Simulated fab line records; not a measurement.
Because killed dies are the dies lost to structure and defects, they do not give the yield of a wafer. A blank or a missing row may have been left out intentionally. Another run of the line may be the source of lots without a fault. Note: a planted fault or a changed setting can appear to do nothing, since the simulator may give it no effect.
Which tool is to blame? | flow sky130 | 18 wafers from 6 lots sampled at 2 of the route's 708 steps

## WHAT EACH GAUGE READ, for each wafer
SKY_SPACER_THK_MEAS_01.
lot  | measured     | on            | SPACER_CVD_00_THK (nm)
L863 | day 23 01:39 | film_metro-02 | 42.5 42.9 43.1
L866 | day 24 09:06 | film_metro-01 | 43.0 43.1 43.3
L868 | day 25 04:30 | film_metro-02 | 43.0 43.3 43.2
L870 | day 26 23:12 | film_metro-03 | 43.2 43.5 42.9
L877 | day 28 10:34 | film_metro-03 | 44.2 44.4 44.1
L883 | day 29 21:47 | film_metro-01 | 43.2 43.0 42.8

## WHICH TOOL RAN EACH LOT (tool, then ch and the chambers of the sampled wafers, then the start)
lot  | SKY_POLY_GATE_ETCH_16
L863 | rie_diel-03 ch 1,2, day 16 10:07
L866 | rie_diel-02 ch 1,3, day 17 18:30
L868 | rie_diel-04 ch 0,3, day 18 09:16
L870 | rie_diel-04 ch 0,1,3, day 19 22:30
L877 | rie_diel-04 ch 0,1,2, day 22 04:10
L883 | rie_diel-04 ch 0,1,2, day 23 18:24
- SKY_POLY_GATE_ETCH_16: etches Si3N4 in CH3F/O2, stops on poly-Si, time 147.5 s, target depth 75 nm.

## THE ANSWER, worked out from the rows above alone
Rule: the lots themselves supply what counts as usual. The widest of any qualifying gaps counts: lots, ordered by their means at a reading, are off when they make up no more than a third of the lots, leave a main group of 4 or more, and stand apart from it by 3 or more times the standard deviation of that group's means. If all means in a main group match to the digits the tables above print for the reading, that group is not used. Also off: a lot with no number at a reading for which 4 or more lots have one. Any other lot the step has rows for is counted as sound.
Off: at SKY_SPACER_THK_MEAS_01 (SPACER_CVD_00_THK), L877. The main group has a mean of 43.1 nm with a standard deviation of 0.13.
A tool fits if, at a process step before that reading, it ran every lot that is off, and no sound lot after the first of them. Those tools and the gauges at SKY_SPACER_THK_MEAS_01 are tried in the same way. One candidate fits, namely film_metro-03 at SKY_SPACER_THK_MEAS_01. A fault onset in the window from L870 (day 26 23:12, its last sound lot) to L877 (day 28 10:34, its first lot off) fits.

## WHAT THE SIMULATOR HAD INSERTED
Metrology matching offset: film_metro-03, from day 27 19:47 on, at SKY_SPACER_THK_MEAS_01. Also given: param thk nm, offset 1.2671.
Struck lots among those shown: L877. The rule above reached the same finding.
